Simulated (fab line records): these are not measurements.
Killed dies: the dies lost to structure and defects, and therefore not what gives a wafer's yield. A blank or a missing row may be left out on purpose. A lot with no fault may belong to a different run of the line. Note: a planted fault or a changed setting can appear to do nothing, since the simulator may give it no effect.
fab line records -- flow sfqLine
[record] lots = 14, wafers = 42, lastDay = 92
route steps=325 shown L0@9 L0V@20 I0@44 M1@59 I1@73
lots that met no fault: taken from a fault-free run of the same line
startH: hours from the record's opening day to when the first of the lot's shown wafers began -- waitH: hours elapsed since this lot's preceding step -- " as in the row above -- L1.1+2: a row that stands for several wafers -- - value missing, or start not given -- * or withheld: withheld -- < > ~ a bound
route shown NAME@n: NAME is a module with steps in the file, n the number in the route of the first one -- usual: average and standard deviation across the fault-free wafers -- same: alike in all rows -- chamber/n: place in a boat -- sites: readings site by site -- _std_site: the values' standard deviation -- _edge_site: mean of outer sites minus mean of inner sites -- radiusMm: for every site, how far away it sits from the centre of the wafer -- mask NAME#n: copy n -- behind: the most recent tool/chamber to have shaped the wafer -- hold: why the lot went on hold/how many hours it stayed there/how the hold came to an end -- device: names the non-switching transistor (n, p or np) -- end of line: at the end of the route, the tests of the same wafers -- a step without rows: its recipe alone -- killed: the dies lost at the first sort to structure and to defects; this is not the yield of the wafer -- map: shows each die of a wafer: x if killed, . if not, _ if none is there
set.NAME: the setting the step ran with; set.NAME@STEP: the setting that earlier step ran with -- model.NAME: the simulator's own value behind a step, which no gauge read
a sample of lots followed through the steps of the route, with each step as a table and each wafer as a row
services: a tool's chamber out of use, with start hour (startH, from the record's first day; less than 0 if before it), hours out, and reason
[[steps]]
[step SFQ_TRILAYER_L0_LITHO_EXPOSE_006]
[recipe] maskId = L0, na = 0.6, sourceShape = conventional, sigmaOuter = 0.65, targetCdNm = 2000, doseMj = 14.4
[usual] exposureDoseMJCm2 = 14.402/0.015, focusOffsetNm = 0.0/0.52
lot.wafer,tool,chamber,startH,waitH,mask,exposureDoseMJCm2,focusOffsetNm
L135.3,krfScanner-02,0,84.19,-,L0#0,14.395,0.0
L135.4,krfScanner-02,0,84.19,-,L0#0,14.389,0.0
L135.6,krfScanner-02,0,84.19,-,L0#0,14.388,0.0
L136.2,krfScanner-02,0,89.60,-,L0#0,14.390,0.5
L136.3,krfScanner-02,0,89.60,-,L0#0,14.390,0.7
L136.4,krfScanner-02,0,89.60,-,L0#0,14.390,0.3
L137.1,krfScanner-02,0,93.00,-,L0#0,14.414,0.5
L137.3,krfScanner-02,0,93.00,-,L0#0,14.412,0.3
L137.4,krfScanner-02,0,93.00,-,L0#0,14.409,0.5
L138.2,krfScanner-02,0,100.40,-,L0#0,14.425,-0.5
L138.3,krfScanner-02,0,100.40,-,L0#0,14.416,-0.4
L138.4,krfScanner-02,0,100.40,-,L0#0,14.443,0.3
L139.2,krfScanner-02,0,106.86,-,L0#0,14.387,0.1
L139.3,krfScanner-02,0,106.86,-,L0#0,14.373,0.4
L139.4,krfScanner-02,0,106.86,-,L0#0,14.390,0.2
L141.3,krfScanner-02,0,121.26,-,L0#0,14.387,-0.6
L141.5,krfScanner-02,0,121.26,-,L0#0,14.398,-0.2
L141.6,krfScanner-02,0,121.26,-,L0#0,14.401,-1.2
L142.3,krfScanner-02,0,127.26,-,L0#0,14.418,-0.6
L142.5,krfScanner-02,0,127.26,-,L0#0,14.402,-0.2
L142.6,krfScanner-02,0,127.26,-,L0#0,14.417,-1.0
L143.1,krfScanner-02,0,136.46,-,L0#0,14.375,-0.2
L143.2,krfScanner-02,0,136.46,-,L0#0,14.408,0.2
L143.3,krfScanner-02,0,136.46,-,L0#0,14.405,-0.1
L145.2,krfScanner-02,0,147.22,-,L0#0,14.402,0.0
L145.3,krfScanner-02,0,147.22,-,L0#0,14.400,-0.1
L145.5,krfScanner-02,0,147.22,-,L0#0,14.404,-0.3
L147.2,krfScanner-02,-,160.42,-,L0#0,-,-
L147.3,krfScanner-02,-,160.42,-,L0#0,-,-
L147.5,krfScanner-02,-,160.42,-,L0#0,-,-
L148.2,krfScanner-02,-,166.42,-,L0#0,-,-
L148.5,krfScanner-02,-,166.42,-,L0#0,-,-
L148.6,krfScanner-02,-,166.42,-,L0#0,-,-
L151.2,krfScanner-02,0,182.02,-,L0#0,14.420,-0.3
L151.5,krfScanner-02,0,182.02,-,L0#0,14.436,-0.6
L151.6,krfScanner-02,0,182.02,-,L0#0,14.435,1.4
L155.2,krfScanner-02,0,206.02,-,L0#0,14.380,-0.3
L155.4,krfScanner-02,0,206.02,-,L0#0,14.360,0.6
L155.6,krfScanner-02,0,206.02,-,L0#0,14.383,1.0
L157.1,krfScanner-02,0,217.82,-,L0#0,14.383,0.0
L157.2,krfScanner-02,0,217.82,-,L0#0,14.391,-0.9
L157.6,krfScanner-02,0,217.82,-,L0#0,14.380,-1.2
[step SFQ_TRILAYER_L0_VIA_LITHO_EXPOSE_014]
[recipe] maskId = L0V, na = 0.6, sourceShape = conventional, sigmaOuter = 0.65, targetCdNm = 700, doseMj = 21.3
[usual] exposureDoseMJCm2 = 21.303/0.02, focusOffsetNm = 0.1/0.54
lot.wafer,tool,chamber,startH,waitH,mask,exposureDoseMJCm2,focusOffsetNm
L135.3,krfScanner-01,0,95.75,-,L0V#0,21.301,1.2
L135.4,krfScanner-01,0,95.75,-,L0V#0,21.285,0.3
L135.6,krfScanner-01,0,95.75,-,L0V#0,21.314,0.6
L136.2,krfScanner-01,0,101.55,-,L0V#0,21.300,-0.3
L136.3,krfScanner-01,0,101.55,-,L0V#0,21.300,0.9
L136.4,krfScanner-01,0,101.55,-,L0V#0,21.293,0.1
L137.1,krfScanner-01,0,106.15,-,L0V#0,21.292,-0.2
L137.3,krfScanner-01,0,106.15,-,L0V#0,21.309,1.1
L137.4,krfScanner-01,0,106.15,-,L0V#0,21.293,0.7
L138.2,krfScanner-01,0,111.15,-,L0V#0,21.321,-0.4
L138.3,krfScanner-01,0,111.15,-,L0V#0,21.320,-0.7
L138.4,krfScanner-01,0,111.15,-,L0V#0,21.287,0.2
L139.2,krfScanner-01,0,114.75,-,L0V#0,21.300,0.3
L139.3,krfScanner-01,0,114.75,-,L0V#0,21.292,0.6
L139.4,krfScanner-01,0,114.75,-,L0V#0,21.326,1.0
L141.3,krfScanner-01,0,130.65,-,L0V#0,21.283,0.4
L141.5,krfScanner-01,0,130.65,-,L0V#0,21.266,-0.1
L141.6,krfScanner-01,0,130.65,-,L0V#0,21.308,1.0
L142.3,krfScanner-01,0,134.25,-,L0V#0,21.299,-0.2
L142.5,krfScanner-01,0,134.25,-,L0V#0,21.253,0.0
L142.6,krfScanner-01,0,134.25,-,L0V#0,21.302,0.2
L143.1,krfScanner-01,0,143.45,-,L0V#0,21.268,0.3
L143.2,krfScanner-01,0,143.45,-,L0V#0,21.276,0.7
L143.3,krfScanner-01,0,143.45,-,L0V#0,21.307,0.3
L145.2,krfScanner-01,0,153.25,-,L0V#0,21.309,0.7
L145.3,krfScanner-01,0,153.25,-,L0V#0,21.311,0.7
L145.5,krfScanner-01,0,153.25,-,L0V#0,21.291,-0.2
L147.2,krfScanner-01,-,168.43,-,L0V#0,-,-
L147.3,krfScanner-01,-,168.43,-,L0V#0,-,-
L147.5,krfScanner-01,-,168.43,-,L0V#0,-,-
L148.2,krfScanner-01,-,175.43,-,L0V#0,-,-
L148.5,krfScanner-01,-,175.43,-,L0V#0,-,-
L148.6,krfScanner-01,-,175.43,-,L0V#0,-,-
L151.2,krfScanner-01,0,198.23,-,L0V#0,21.282,-0.2
L151.5,krfScanner-01,0,198.23,-,L0V#0,21.287,-0.2
L151.6,krfScanner-01,0,198.23,-,L0V#0,21.296,-0.7
L155.2,krfScanner-02,0,306.62,-,L0V#0,21.306,0.8
L155.4,krfScanner-02,0,306.62,-,L0V#0,21.299,0.2
L155.6,krfScanner-02,0,306.62,-,L0V#0,21.315,0.1
L157.1,krfScanner-02,0,326.82,-,L0V#0,21.264,0.4
L157.2,krfScanner-02,0,326.82,-,L0V#0,21.272,0.6
L157.6,krfScanner-02,0,326.82,-,L0V#0,21.286,0.2
[step SFQ_TRILAYER_I0_CMP_CMP_028]
[recipe] material = SiO2, downForcePsi = 3, platenRpm = 60, padVelocityMS = 0.94248
[usual] motorCurrentA = 9.7/0.55, slurryFlowMlMin = 150.0/0.52, timeToEndpointS = 216/7.5
lot.wafer,tool,chamber,startH,waitH,motorCurrentA,slurryFlowMlMin,timeToEndpointS
L135.3,cmp-02,2,195.31,8.5,9.7,149.6,218
L135.4,cmp-02,3,195.31,8.5,9.6,149.2,209
L135.6,cmp-02,2,197.31,10.5,9.8,149.9,221
L136.4,cmp-01,0,201.72,8.9,9.6,149.1,215
L136.3,cmp-01,1,201.72,8.9,9.7,148.5,206
L136.2,cmp-01,2,201.72,8.9,8.9,149.6,207
L137.3,cmp-02,0,209.81,9.8,10.9,149.6,215
L137.1,cmp-02,2,210.81,10.8,9.8,150.0,227
L137.4,cmp-02,3,210.81,10.8,9.5,149.3,227
L138.3,cmp-01,1,213.72,9.0,8.9,149.6,212
L138.4,cmp-01,2,213.72,9.0,9.2,150.1,218
L138.2,cmp-01,0,215.22,10.5,9.3,150.3,208
L139.2,cmp-02,3,218.81,11.6,9.6,149.8,210
L139.3,cmp-02,0,218.81,11.6,10.3,149.6,208
L139.4,cmp-02,1,218.81,11.6,9.8,149.6,215
L141.3,cmp-02,1,240.31,12.6,10.1,150.4,212
L141.6,cmp-02,0,241.81,14.0,10.4,149.5,226
L141.5,cmp-02,1,241.81,14.0,10.3,150.5,210
L142.3,cmp-01,0,248.33,17.0,8.8,149.9,222
L142.5,cmp-01,1,248.33,17.0,9.1,149.9,218
L142.6,cmp-01,2,248.33,17.0,9.7,150.1,229
L143.1,cmp-01,3,255.83,12.9,10.0,149.9,212
L143.3,cmp-01,0,255.83,12.9,8.9,149.6,221
L143.2,cmp-01,2,257.33,14.4,9.2,150.1,210
L145.3,cmp-02,0,267.31,6.9,10.6,150.0,222
L145.2,cmp-02,2,268.31,7.9,9.9,149.7,222
L145.5,cmp-02,3,268.31,7.9,9.1,150.3,234
L147.2,cmp-02,0,279.31,4.1,9.8,149.8,210
L147.3,cmp-02,1,279.31,4.1,9.5,150.1,202
L147.5,cmp-02,3,280.81,5.5,9.6,149.8,214
L148.2,cmp-01,1,283.83,1.4,9.1,149.7,218
L148.5,cmp-01,3,284.83,2.4,10.3,150.2,222
L148.6,cmp-01,0,284.83,2.4,8.8,150.8,222
L151.2,cmp-02,3,299.77,0.5,9.5,149.0,208
L151.6,cmp-02,2,301.27,2.0,9.7,149.9,218
L151.5,cmp-02,3,301.27,2.0,10.0,149.1,222
L155.4,cmp-01,0,313.66,0.5,8.4,150.0,224
L155.2,cmp-01,2,314.66,1.5,9.1,149.6,228
L155.6,cmp-01,3,314.66,1.5,10.1,150.8,223
L157.1,cmp-02,2,332.84,0.0,9.5,150.0,216
L157.2,cmp-02,3,332.84,0.0,9.6,150.1,222
L157.6,cmp-02,2,334.84,2.0,9.9,150.5,221
[step SFQ_TRILAYER_M1_DEP_SPUTTER_037]
[recipe] material = Nb, basePressurePa = 1.33e-06, chamberPressurePa = 0.1333, substrateTempC = 20, resputterCathodeVoltageV = 400, targetThkNm = 200, powerW = 2000, timeS = 133.3
[usual] chamberPressurePa = 0.13326/0.00026, throttleValvePct = 30.3/0.94
lot.wafer,tool,chamber,startH,waitH,chamberPressurePa,throttleValvePct
L135.3,pvdSputter-04,-,213.72,0.0,0.13332,29.4
L135.4,pvdSputter-04,-,213.72,0.0,0.13316,29.5
L135.6,pvdSputter-04,-,213.72,0.0,0.13331,29.5
L136.2,pvdSputter-04,-,303.99,0.0,0.13374,29.6
L136.3,pvdSputter-04,-,303.99,0.0,0.13325,30.3
L136.4,pvdSputter-04,-,303.99,0.0,0.133,29.6
L137.1,pvdSputter-04,-,317.31,0.0,0.13347,29.4
L137.3,pvdSputter-04,-,317.31,0.0,0.13323,31.8
L137.4,pvdSputter-04,-,317.31,0.0,0.13325,30.4
L138.2,pvdSputter-03,-,323.91,0.0,0.13292,30.7
L138.3,pvdSputter-03,-,323.91,0.0,0.13334,31.5
L138.4,pvdSputter-03,-,323.91,0.0,0.1331,30.3
L139.2,pvdSputter-03,-,331.71,0.0,0.13329,29.2
L139.3,pvdSputter-03,-,331.71,0.0,0.13331,30.8
L139.4,pvdSputter-03,-,331.71,0.0,0.13311,31.5
L141.3,pvdSputter-03,-,361.32,0.0,0.13315,30.7
L141.5,pvdSputter-03,-,361.32,0.0,0.13334,31.5
L141.6,pvdSputter-03,-,361.32,0.0,0.13279,29.2
L142.3,pvdSputter-04,-,371.36,0.0,0.13367,31.9
L142.5,pvdSputter-04,-,371.36,0.0,0.13267,29.3
L142.6,pvdSputter-04,-,371.36,0.0,0.13316,30.5
L143.1,pvdSputter-04,-,384.56,0.0,0.13364,30.5
L143.2,pvdSputter-04,-,384.56,0.0,0.13304,29.2
L143.3,pvdSputter-04,-,384.56,0.0,0.13355,31.8
L145.2,pvdSputter-06,-,396.69,0.0,0.13361,30.4
L145.3,pvdSputter-06,-,396.69,0.0,0.13288,30.6
L145.5,pvdSputter-06,-,396.69,0.0,0.1337,30.5
L147.2,pvdSputter-03,-,418.58,0.0,0.133,31.5
L147.3,pvdSputter-03,-,418.58,0.0,0.13325,30.9
L147.5,pvdSputter-03,-,418.58,0.0,0.13314,29.3
L148.2,pvdSputter-06,-,423.18,0.0,0.13329,28.8
L148.5,pvdSputter-06,-,423.18,0.0,0.13372,28.9
L148.6,pvdSputter-06,-,423.18,0.0,0.13337,29.9
L151.2,pvdSputter-06,-,444.79,0.0,0.13304,28.7
L151.5,pvdSputter-06,-,444.79,0.0,0.13313,30.4
L151.6,pvdSputter-06,-,444.79,0.0,0.13332,30.6
L155.2,pvdSputter-06,-,463.98,0.0,0.13347,30.5
L155.4,pvdSputter-06,-,463.98,0.0,0.13297,29.0
L155.6,pvdSputter-06,-,463.98,0.0,0.13319,28.7
L157.1,pvdSputter-03,-,480.94,0.0,0.13333,30.9
L157.2,pvdSputter-03,-,480.94,0.0,0.13329,29.3
L157.6,pvdSputter-03,-,480.94,0.0,0.133,30.7
[step SFQ_TRILAYER_I1_DEP_PECVD_045]
[recipe] material = SiO2, tempC = 150, timeS = 111.11, pressureTorr = 2.4, rfW = 183.3, precursor = SiH4/N2O, targetThkNm = 500
[usual] heaterPowerOuterW = 31/7.2, heaterPowerW = 85/15, throttleValvePct = 24.9/1.3
lot.wafer,tool,chamber,startH,waitH,heaterPowerOuterW,heaterPowerW,sinceWetCleanH,throttleValvePct
L135.3,pecvd-04,2,242.05,0.0,34,77,34,23.3
L135.4,pecvd-04,0,242.05,0.0,31,90,-,22.6
L135.6,pecvd-04,2,242.05,0.0,37,80,-,23.1
L136.2,pecvd-04,1,307.69,0.0,26,69,99,24.1
L136.3,pecvd-04,0,307.69,0.0,32,93,99,23.1
L136.4,pecvd-04,0,307.69,0.0,34,95,-,22.9
L137.1,pecvd-03,0,320.83,0.0,43,113,866,27.1
L137.3,pecvd-03,2,320.83,0.0,34,88,866,25.2
L137.4,pecvd-03,1,320.83,0.0,34,95,-,24.5
L138.2,pecvd-01,1,328.40,0.0,21,75,1243,27.1
L138.3,pecvd-01,0,328.40,0.0,22,72,1243,26.7
L138.4,pecvd-01,2,328.40,0.0,27,90,-,26.2
L139.2,pecvd-04,0,335.23,0.0,32,90,127,22.8
L139.3,pecvd-04,1,335.23,0.0,19,63,127,24.2
L139.4,pecvd-04,1,335.23,0.0,22,65,-,24.3
L141.3,pecvd-01,0,367.25,0.0,21,70,1282,26.5
L141.5,pecvd-01,0,367.25,0.0,24,74,-,26.3
L141.6,pecvd-01,1,367.25,0.0,24,78,-,26.9
L142.3,pecvd-03,0,377.33,0.0,37,109,922,27.2
L142.5,pecvd-03,0,377.33,0.0,41,111,-,27.1
L142.6,pecvd-03,2,377.33,0.0,34,88,-,25.7
L143.1,pecvd-01,0,389.67,0.0,29,81,1304,26.3
L143.2,pecvd-01,2,389.67,0.0,37,104,1304,26.0
L143.3,pecvd-01,1,389.67,0.0,23,74,1304,27.2
L145.2,pecvd-04,0,400.64,0.0,40,104,192,22.8
L145.3,pecvd-04,2,400.64,0.0,40,84,192,23.4
L145.5,pecvd-04,1,400.64,0.0,25,71,-,24.5
L147.2,pecvd-04,1,580.88,0.0,26,70,373,24.8
L147.3,pecvd-04,0,580.88,0.0,29,88,373,23.4
L147.5,pecvd-04,2,580.88,0.0,36,82,-,23.8
L148.2,pecvd-04,2,584.48,0.0,37,80,376,23.9
L148.5,pecvd-04,2,584.48,0.0,38,81,-,23.9
L148.6,pecvd-04,1,584.48,0.0,22,67,-,24.9
L151.2,pecvd-01,1,601.28,0.0,17,69,24,25.0
L151.5,pecvd-01,1,601.28,0.0,20,71,-,24.4
L151.6,pecvd-01,0,601.28,0.0,33,87,-,23.7
L155.2,pecvd-04,1,616.88,0.0,23,65,409,25.1
L155.4,pecvd-04,0,616.88,0.0,41,100,-,23.7
L155.6,pecvd-04,2,616.88,0.0,33,76,-,23.8
L157.1,pecvd-01,0,632.50,0.0,34,87,55,23.6
L157.2,pecvd-01,1,632.50,0.0,26,83,55,24.6
L157.6,pecvd-01,0,632.50,0.0,21,72,-,23.9
[[services]]
tool,chamber,startH,hours,kind
krfScanner-02,-,76.61,0.8,pm
krfScanner-02,-,77.36,4.0,pm
krfScanner-02,-,85.20,1.8,repair
krfScanner-02,-,102.62,1.6,repair
krfScanner-02,-,119.86,1.0,pm
krfScanner-01,-,126.55,1.3,pm
krfScanner-02,-,142.43,2.2,repair
krfScanner-01,-,156.65,4.4,pm
krfScanner-01,-,174.23,1.0,pm
krfScanner-02,-,220.19,1.2,repair
krfScanner-02,-,222.55,1.3,pm
krfScanner-02,-,244.37,0.8,pm
krfScanner-01,-,246.90,3.0,pm
krfScanner-02,-,288.64,1.0,pm
krfScanner-02,-,334.02,3.0,pm
krfScanner-02,-,397.80,1.3,pm
krfScanner-02,-,413.74,0.8,pm
krfScanner-02,-,455.72,3.1,repair
krfScanner-02,-,458.78,1.0,pm
krfScanner-02,-,472.68,0.7,repair
krfScanner-02,-,476.28,0.2,repair
krfScanner-02,-,574.66,1.3,pm
krfScanner-02,-,581.84,0.8,pm
krfScanner-02,-,626.64,1.0,pm
[[key]]
[firstSign] step = SFQ_TRILAYER_L0_LITHO_EXPOSE_006, reading = toolRecord, direction = missing
[effect] step = SFQ_TRILAYER_L0_VIA_LITHO_EXPOSE_014, reading = toolRecord, direction = missing
metAt SFQ_TRILAYER_L0_LITHO_EXPOSE_006
struckLots L147,L148
notActingAt SFQ_TRILAYER_I0_CMP_CMP_028,SFQ_TRILAYER_M1_DEP_SPUTTER_037,SFQ_TRILAYER_I1_DEP_PECVD_045
onsetBetween 147.22 160.42
[fault] kind = skippedStepWhole, tool = krfScanner-02, chamber = -, onsetH = 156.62, steps = SFQ_TRILAYER_L0_LITHO_EXPOSE_006, scope = struckLotsOnly
